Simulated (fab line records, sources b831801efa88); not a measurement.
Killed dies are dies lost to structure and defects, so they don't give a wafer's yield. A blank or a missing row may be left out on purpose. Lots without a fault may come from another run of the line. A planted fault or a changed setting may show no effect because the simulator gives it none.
Chamber matching | flow gf180mcu | GF_V5_CMP_04 on cmp-01: 4 sister chambers
The step polishes SiO2. 8 wafers are shown with their chamber, then 9 later ones without.

WAFERS WITH THEIR CHAMBER
wafer  | chamber | motor_current_A (A) | slurry_flow_ml_min
L696.2 | 1       | 11.0                | 150.4
L698.1 | 1       | 10.7                | 149.1
L698.3 | 3       | 14.0                | 150.1
L699.1 | 2       | 9.6                 | 149.4
L699.5 | 3       | 14.7                | 149.5
L700.1 | 2       | 10.7                | 149.9
L700.2 | 0       | 11.5                | 150.0
L700.6 | 0       | 11.3                | 150.2

WAFERS WITHOUT THEIR CHAMBER
wafer  | motor_current_A (A) | slurry_flow_ml_min
L705.2 | 10.5                | 149.8
L705.3 | 14.0                | 150.6
L705.5 | 14.3                | 150.7
L706.1 | 11.0                | 150.3
L706.3 | 10.6                | 149.5
L706.4 | 11.2                | 149.5
L717.1 | 10.9                | 149.1
L717.2 | 14.7                | 150.7
L717.3 | 10.8                | 149.7

WHICH CHAMBER EACH WENT THROUGH
wafer  | from the rows above          | in truth
L705.2 | can't be placed: 1 or 2 or 0 | 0
L705.3 | 3                            | 3
L705.5 | 3                            | 3
L706.1 | can't be placed: 0 or 1 or 2 | 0
L706.3 | can't be placed: 1 or 2 or 0 | 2
L706.4 | can't be placed: 1 or 0 or 2 | 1
L717.1 | can't be placed: 1 or 2 or 0 | 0
L717.2 | 3                            | 3
L717.3 | can't be placed: 1 or 2 or 0 | 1
Placed correctly: 3 of 9. Can't be placed from these rows: 6 (the true chamber is among the candidates in 6). Placed wrongly: 0.
How it was worked out, from the rows above alone: a wafer's distance from a chamber is the root of the sum, over the readings, of the square of ((its reading less the chamber's mean) divided by the reading's scatter). The wafer belongs to the nearest chamber; if the next one is less than 2 further off, it can't be placed. A chamber's mean is the mean of its shown wafers. The scatter: the root of (the sum of the squares of (reading less its chamber's mean) over the shown wafers, divided by (wafers less chambers)).
